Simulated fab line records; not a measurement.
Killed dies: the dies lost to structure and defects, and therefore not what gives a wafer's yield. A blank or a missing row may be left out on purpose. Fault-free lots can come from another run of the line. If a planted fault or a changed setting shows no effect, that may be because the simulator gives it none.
Which of the tools did it?    flow gf180mcu    45 wafers from 15 lots sampled at 4 of the route's 602 steps

## WHAT THE GAUGES SHOWED, per wafer
GF_HV_LDD_CD_MEAS_07: target cd 400 nm. Usual: cd_nm 400.0 nm, standard deviation 2.3.
lot   measured      on         cd_nm (nm)         flag
L351  day 9 20:48   cd_sem-02  397.9 399.0 396.6  
L352  day 10 08:31  cd_sem-01  400.4 398.8 400.1  
L354  day 10 19:29  cd_sem-02  401.0 402.1 402.1  
L355  day 11 03:23  cd_sem-01  398.5 400.2 399.4  
L356  day 11 08:42  cd_sem-02  398.5 401.3 399.3  
L357  day 11 20:02  cd_sem-02  402.3 400.3 399.1  
L359  day 12 10:56  cd_sem-02  399.7 401.1 399.6  
L366  day 14 16:41  cd_sem-02  398.3 397.7 401.1  
L367  day 14 23:14  cd_sem-02  403.0 402.6 404.6  
L368  day 15 08:35  cd_sem-01  401.6 401.4 400.6  
L369  day 15 15:26  cd_sem-02  398.6 401.1 403.3  
L370  day 15 22:00  cd_sem-02  399.6 400.3 398.8  
L371  day 16 03:42  cd_sem-02  401.9 402.1 400.3  
L373  day 16 21:35  cd_sem-02  399.0 398.7 396.4  
L374  day 17 04:05  cd_sem-01  397.2 398.2 397.1  

GF_HV_LDD_OVL_MEAS_47. Usual: HV_LDD_03_OVL -0.5 nm, standard deviation 1.9.
lot   measured      on          HV_LDD_03_OVL (nm)  flag
L351  day 12 04:52  overlay-01  0.6 -1.3 0.6        
L352  day 12 18:15  overlay-02  3.8 2.0 2.5         
L354  day 13 05:57  overlay-01  -0.4 -1.2 -1.7      
L355  day 13 15:02  overlay-01  -3.1 -1.6 -2.3      
L356  day 13 19:58  overlay-02  -2.5 -2.2 -1.3      
L357  day 14 10:08  overlay-01  0.5 0.7 1.0         
L359  day 15 01:12  overlay-02  -2.7 -2.4 -4.3      
L366  day 17 12:13  overlay-02  0.5 1.1 -0.3        
L367  day 17 18:01  overlay-01  -0.4 -0.7 -2.4      
L368  day 18 05:16  overlay-02  2.0 1.8 0.6         
L369  day 18 13:10  overlay-01  -2.0 -2.4 -2.8      
L370  day 18 18:33  overlay-01  -2.8 -1.5 0.3       
L371  day 19 02:42  overlay-02  0.4 -0.1 -1.4       
L373  day 19 21:55  overlay-01  -1.7 0.0 -0.6       
L374  day 20 04:37  overlay-02  0.4 1.4 0.6         

## WHAT TOOL EACH LOT RAN ON (gives the tool, then ch and the chambers of the sampled wafers, and finally the start)
lot   GF_VT_IMPLANT_PEB_05               GF_HV_LDD_STRIP_37
L351  litho_track-02 ch 0, day 5 14:00   plasma_asher-04 ch 0,1, day 11 09:56
L352  litho_track-03 ch 0, day 5 21:13   plasma_asher-01 ch 0,1, day 11 22:42
L354  litho_track-02 ch 0, day 6 07:03   plasma_asher-02 ch 0,1, day 12 10:15
L355  litho_track-01 ch 0, day 6 13:48   plasma_asher-04 ch 0,1, day 12 19:02
L356  litho_track-01 ch 0, day 6 19:24   plasma_asher-02 ch 0,1, day 12 23:56
L357  litho_track-02 ch 0, day 7 01:42   plasma_asher-01 ch 0,1, day 13 13:34
L359  litho_track-02 ch 0, day 7 16:36   plasma_asher-04 ch 0,1, day 14 04:16
L366  litho_track-02 ch 0, day 9 13:21   plasma_asher-04 ch 1, day 16 13:33
L367  litho_track-03, day 9 16:38        plasma_asher-01 ch 0,1, day 16 18:59
L368  litho_track-01, day 10 01:57       plasma_asher-02 ch 0,1, day 17 05:38
L369  litho_track-01, day 10 08:30       plasma_asher-02 ch 0,1, day 17 13:33
L370  litho_track-02 ch 0, day 10 13:39  plasma_asher-02 ch 0,1, day 17 19:35
L371  litho_track-03 ch 0, day 10 18:32  plasma_asher-01 ch 0,1, day 18 02:50
L373  litho_track-02 ch 0, day 11 09:27  plasma_asher-01 ch 0,1, day 18 21:43
L374  litho_track-01 ch 0, day 11 13:45  plasma_asher-01 ch 0,1, day 19 04:35
- GF_VT_IMPLANT_PEB_05
- GF_HV_LDD_STRIP_37: strips in O2/N2.

## AS READ BY THE TOOLS THEMSELVES (means over the sampled wafers that have a number; for cases with no such wafer, the mark the record gives instead)
GF_VT_IMPLANT_PEB_05. Usual: exhaust_pa 44.9 Pa, standard deviation 0.91.
lot   tool            exhaust_pa (Pa)  flag
L351  litho_track-02  45.1             
L352  litho_track-03  44.2             
L354  litho_track-02  45.6             
L355  litho_track-01  44.7             
L356  litho_track-01  45.1             
L357  litho_track-02  44.6             
L359  litho_track-02  45.4             
L366  litho_track-02  44.8             
L367  litho_track-03  -                OFF
L368  litho_track-01  -                OFF
L369  litho_track-01  -                OFF
L370  litho_track-02  44.9             
L371  litho_track-03  46.0             
L373  litho_track-02  44.7             
L374  litho_track-01  43.9             

GF_HV_LDD_STRIP_37. Usual: drypump_motor_current_A 5.5 A, standard deviation 0.55; heater_power_w 322 W, standard deviation 15; o2_flow_sccm 3000 sccm, standard deviation 8.7; oes_product_au 0.716 a.u., standard deviation 0.0038; strip_time_to_endpoint_s 12.63 s, standard deviation 0.038.
lot   tool             drypump_motor_current_A (A)  heater_power_w (W)  o2_flow_sccm (sccm)  oes_product_au (a.u.)  strip_time_to_endpoint_s (s)  flag
L351  plasma_asher-04  5.2                          322                 2993                 0.714                  12.64                         
L352  plasma_asher-01  5.3                          315                 3002                 0.714                  12.61                         
L354  plasma_asher-02  6.2                          309                 3006                 0.721                  12.64                         
L355  plasma_asher-04  5.2                          323                 2995                 0.717                  12.60                         
L356  plasma_asher-02  6.1                          317                 2995                 0.718                  12.63                         
L357  plasma_asher-01  5.0                          328                 2997                 0.715                  12.67                         
L359  plasma_asher-04  5.1                          332                 2999                 0.716                  12.68                         
L366  plasma_asher-04  5.3                          314                 3001                 0.714                  12.58                         
L367  plasma_asher-01  5.0                          325                 3007                 0.716                  12.59                         
L368  plasma_asher-02  6.0                          315                 3002                 0.721                  12.60                         
L369  plasma_asher-02  6.1                          317                 3012                 0.716                  12.69                         
L370  plasma_asher-02  6.1                          317                 2994                 0.716                  12.63                         
L371  plasma_asher-01  5.3                          319                 3000                 0.721                  12.57                         
L373  plasma_asher-01  5.2                          322                 2995                 0.717                  12.59                         
L374  plasma_asher-01  5.0                          334                 3000                 0.714                  12.63                         

## THE ANSWER, worked out from the rows above alone
Rule: lot off if the mean of its wafers having a number is beyond 3 standard deviations from the usual mean. A lot without any number at a reading at which 4 lots or more have one is off too. The other lots that the step has rows for count as sound. First the gauges in route order, then the tools' own readings, where a lot's mean is used as printed above. At the first step where some lot is off, the reading lying furthest off is the one used; lots without a number count as furthest.
Off, at GF_VT_IMPLANT_PEB_05 on exhaust_pa: L367, L368, L369. Without a number there: L367, L368, L369.
A tool fits if, at that step or a process step before it, it ran every lot that is off, and no sound lot after the first of them. No candidate that was tried fits.

## WHAT HAD BEEN PUT IN BY THE SIMULATOR
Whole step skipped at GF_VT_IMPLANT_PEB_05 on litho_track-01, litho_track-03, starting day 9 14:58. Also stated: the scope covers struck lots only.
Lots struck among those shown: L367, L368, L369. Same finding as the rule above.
